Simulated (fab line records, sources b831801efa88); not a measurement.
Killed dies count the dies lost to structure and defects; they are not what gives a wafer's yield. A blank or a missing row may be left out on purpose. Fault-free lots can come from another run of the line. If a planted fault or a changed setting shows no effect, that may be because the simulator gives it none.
What tool caused it? || flow sky130 || 39 wafers from 13 lots sampled at 3 of the route's 708 steps

WHAT THE GAUGES READ, wafer by wafer
SKY_VT_ADJUST_LVTN_OVL_MEAS_07. Usual: VT_ADJUST_LVTN_OVL typically reads 0.3 nm, with standard deviation 1.6.
{"lot": "L340", "measured": "day 6 17:42", "on": "overlay-02", "VT_ADJUST_LVTN_OVL (nm)": "-0.1 -1.5 -1.1", "flag": ""}
{"lot": "L341", "measured": "day 6 23:25", "on": "overlay-01", "VT_ADJUST_LVTN_OVL (nm)": "3.9 2.7 2.6", "flag": ""}
{"lot": "L342", "measured": "day 7 06:49", "on": "overlay-01", "VT_ADJUST_LVTN_OVL (nm)": "2.8 3.7 2.2", "flag": ""}
{"lot": "L343", "measured": "day 7 13:03", "on": "overlay-01", "VT_ADJUST_LVTN_OVL (nm)": "2.4 1.7 1.4", "flag": ""}
{"lot": "L344", "measured": "day 7 21:11", "on": "overlay-02", "VT_ADJUST_LVTN_OVL (nm)": "-2.0 -0.9 0.1", "flag": ""}
{"lot": "L345", "measured": "day 8 02:26", "on": "overlay-01", "VT_ADJUST_LVTN_OVL (nm)": "- - -", "flag": "OFF"}
{"lot": "L350", "measured": "day 10 04:25", "on": "overlay-01", "VT_ADJUST_LVTN_OVL (nm)": "1.3 2.8 2.8", "flag": ""}
{"lot": "L355", "measured": "day 11 03:00", "on": "overlay-01", "VT_ADJUST_LVTN_OVL (nm)": "1.5 3.1 0.4", "flag": ""}
{"lot": "L357", "measured": "day 11 14:13", "on": "overlay-01", "VT_ADJUST_LVTN_OVL (nm)": "-0.2 -0.8 0.2", "flag": ""}
{"lot": "L358", "measured": "day 11 22:58", "on": "overlay-01", "VT_ADJUST_LVTN_OVL (nm)": "-0.2 0.9 0.9", "flag": ""}
{"lot": "L361", "measured": "day 12 18:47", "on": "overlay-01", "VT_ADJUST_LVTN_OVL (nm)": "-1.1 -0.5 -1.5", "flag": ""}
{"lot": "L362", "measured": "day 12 22:31", "on": "overlay-02", "VT_ADJUST_LVTN_OVL (nm)": "-0.8 0.0 1.3", "flag": ""}
{"lot": "L363", "measured": "day 13 00:39", "on": "overlay-02", "VT_ADJUST_LVTN_OVL (nm)": "0.2 -0.6 1.5", "flag": ""}

SKY_VT_ADJUST_LVTN_TW_MEAS_10. Usual: VT_ADJUST_LVTN_TW typically reads 240.4, with standard deviation 1.7.
{"lot": "L340", "measured": "day 6 18:00", "on": "filmMetro-04", "VT_ADJUST_LVTN_TW": "243.2 241.8 242.3", "flag": ""}
{"lot": "L341", "measured": "day 6 23:43", "on": "filmMetro-01", "VT_ADJUST_LVTN_TW": "240.2 239.4 239.4", "flag": ""}
{"lot": "L342", "measured": "day 7 07:07", "on": "filmMetro-01", "VT_ADJUST_LVTN_TW": "240.2 239.8 240.0", "flag": ""}
{"lot": "L343", "measured": "day 7 13:20", "on": "filmMetro-01", "VT_ADJUST_LVTN_TW": "239.6 240.2 238.8", "flag": ""}
{"lot": "L344", "measured": "day 7 21:29", "on": "filmMetro-04", "VT_ADJUST_LVTN_TW": "244.1 245.4 244.5", "flag": ""}
{"lot": "L345", "measured": "day 8 02:43", "on": "filmMetro-04", "VT_ADJUST_LVTN_TW": "30.1 30.1 30.2", "flag": "OFF"}
{"lot": "L350", "measured": "day 10 04:43", "on": "filmMetro-04", "VT_ADJUST_LVTN_TW": "241.6 241.5 243.2", "flag": ""}
{"lot": "L355", "measured": "day 11 03:17", "on": "filmMetro-04", "VT_ADJUST_LVTN_TW": "242.3 243.2 243.0", "flag": ""}
{"lot": "L357", "measured": "day 11 14:30", "on": "filmMetro-01", "VT_ADJUST_LVTN_TW": "240.0 240.7 240.2", "flag": ""}
{"lot": "L358", "measured": "day 11 23:16", "on": "filmMetro-03", "VT_ADJUST_LVTN_TW": "241.2 241.4 241.8", "flag": ""}
{"lot": "L361", "measured": "day 12 19:04", "on": "filmMetro-01", "VT_ADJUST_LVTN_TW": "239.9 239.7 239.0", "flag": ""}
{"lot": "L362", "measured": "day 12 22:49", "on": "filmMetro-03", "VT_ADJUST_LVTN_TW": "238.8 240.2 240.0", "flag": ""}
{"lot": "L363", "measured": "day 13 00:56", "on": "filmMetro-01", "VT_ADJUST_LVTN_TW": "239.0 238.7 239.2", "flag": ""}

TOOL THAT RAN EACH LOT (tool first, then ch and the chambers of the sampled wafers, then the start)
{"lot": "L340", "SKY_VT_ADJUST_LVTN_EXPOSE_04": "ilineStepper-02 ch 0, day 6 08:38"}
{"lot": "L341", "SKY_VT_ADJUST_LVTN_EXPOSE_04": "ilineStepper-01 ch 0, day 6 14:30"}
{"lot": "L342", "SKY_VT_ADJUST_LVTN_EXPOSE_04": "ilineStepper-02 ch 0, day 6 22:16"}
{"lot": "L343", "SKY_VT_ADJUST_LVTN_EXPOSE_04": "ilineStepper-01 ch 0, day 7 02:58"}
{"lot": "L344", "SKY_VT_ADJUST_LVTN_EXPOSE_04": "ilineStepper-01 ch 0, day 7 10:43"}
{"lot": "L345", "SKY_VT_ADJUST_LVTN_EXPOSE_04": "ilineStepper-01 ch 0, day 7 16:17"}
{"lot": "L350", "SKY_VT_ADJUST_LVTN_EXPOSE_04": "ilineStepper-02 ch 0, day 9 17:42"}
{"lot": "L355", "SKY_VT_ADJUST_LVTN_EXPOSE_04": "ilineStepper-01 ch 0, day 10 16:04"}
{"lot": "L357", "SKY_VT_ADJUST_LVTN_EXPOSE_04": "ilineStepper-01 ch 0, day 11 02:23"}
{"lot": "L358", "SKY_VT_ADJUST_LVTN_EXPOSE_04": "ilineStepper-01 ch 0, day 11 11:18"}
{"lot": "L361", "SKY_VT_ADJUST_LVTN_EXPOSE_04": "ilineStepper-02 ch 0, day 12 06:35"}
{"lot": "L362", "SKY_VT_ADJUST_LVTN_EXPOSE_04": "ilineStepper-01 ch 0, day 12 10:18"}
{"lot": "L363", "SKY_VT_ADJUST_LVTN_EXPOSE_04": "ilineStepper-01 ch 0, day 12 12:31"}
- SKY_VT_ADJUST_LVTN_EXPOSE_04: exposes mask NWM COMPLEMENT LESS NATIVE, target cd 840 nm.

AS READ BY THE TOOLS THEMSELVES (means over the sampled wafers that have a number; for cases with no such wafer, the mark the record gives instead)
SKY_VT_ADJUST_LVTN_EXPOSE_04. Usual: reticleTempC 23.01 C, standard deviation 0.097.
{"lot": "L340", "tool": "ilineStepper-02", "reticleTempC (C)": 22.92, "flag": ""}
{"lot": "L341", "tool": "ilineStepper-01", "reticleTempC (C)": 22.96, "flag": ""}
{"lot": "L342", "tool": "ilineStepper-02", "reticleTempC (C)": 23.11, "flag": ""}
{"lot": "L343", "tool": "ilineStepper-01", "reticleTempC (C)": 22.97, "flag": ""}
{"lot": "L344", "tool": "ilineStepper-01", "reticleTempC (C)": 23.10, "flag": ""}
{"lot": "L345", "tool": "ilineStepper-01", "reticleTempC (C)": 22.97, "flag": ""}
{"lot": "L350", "tool": "ilineStepper-02", "reticleTempC (C)": 22.87, "flag": ""}
{"lot": "L355", "tool": "ilineStepper-01", "reticleTempC (C)": 22.96, "flag": ""}
{"lot": "L357", "tool": "ilineStepper-01", "reticleTempC (C)": 23.02, "flag": ""}
{"lot": "L358", "tool": "ilineStepper-01", "reticleTempC (C)": 23.04, "flag": ""}
{"lot": "L361", "tool": "ilineStepper-02", "reticleTempC (C)": 23.09, "flag": ""}
{"lot": "L362", "tool": "ilineStepper-01", "reticleTempC (C)": 22.99, "flag": ""}
{"lot": "L363", "tool": "ilineStepper-01", "reticleTempC (C)": 23.12, "flag": ""}

THE ANSWER, worked out from the rows above alone
Rule: a lot is off if the mean of its wafers that have a number lies more than 3 standard deviations from the usual mean. A lot without any number at a reading at which 4 lots or more have one is off too. Any other lot the step has rows for is counted as sound. After the gauges, taken in route order, come the tools' own readings; for these a lot's mean is taken, as printed above. At the first step where some lot is off, the reading lying furthest off is the one used; lots without a number count as furthest.
Off: L345, seen at SKY_VT_ADJUST_LVTN_OVL_MEAS_07 (VT_ADJUST_LVTN_OVL). Without a number there: L345.
If a tool, at a process step before that reading, ran all the lots that are off and no sound lot after the first of them, it fits. The gauges at SKY_VT_ADJUST_LVTN_OVL_MEAS_07 aren't tried: what is off there is off at SKY_VT_ADJUST_LVTN_TW_MEAS_10 too, on other tools, and a gauge's error can't cause that. None of those tried fits.

WHAT THE SIMULATOR HAD INSERTED
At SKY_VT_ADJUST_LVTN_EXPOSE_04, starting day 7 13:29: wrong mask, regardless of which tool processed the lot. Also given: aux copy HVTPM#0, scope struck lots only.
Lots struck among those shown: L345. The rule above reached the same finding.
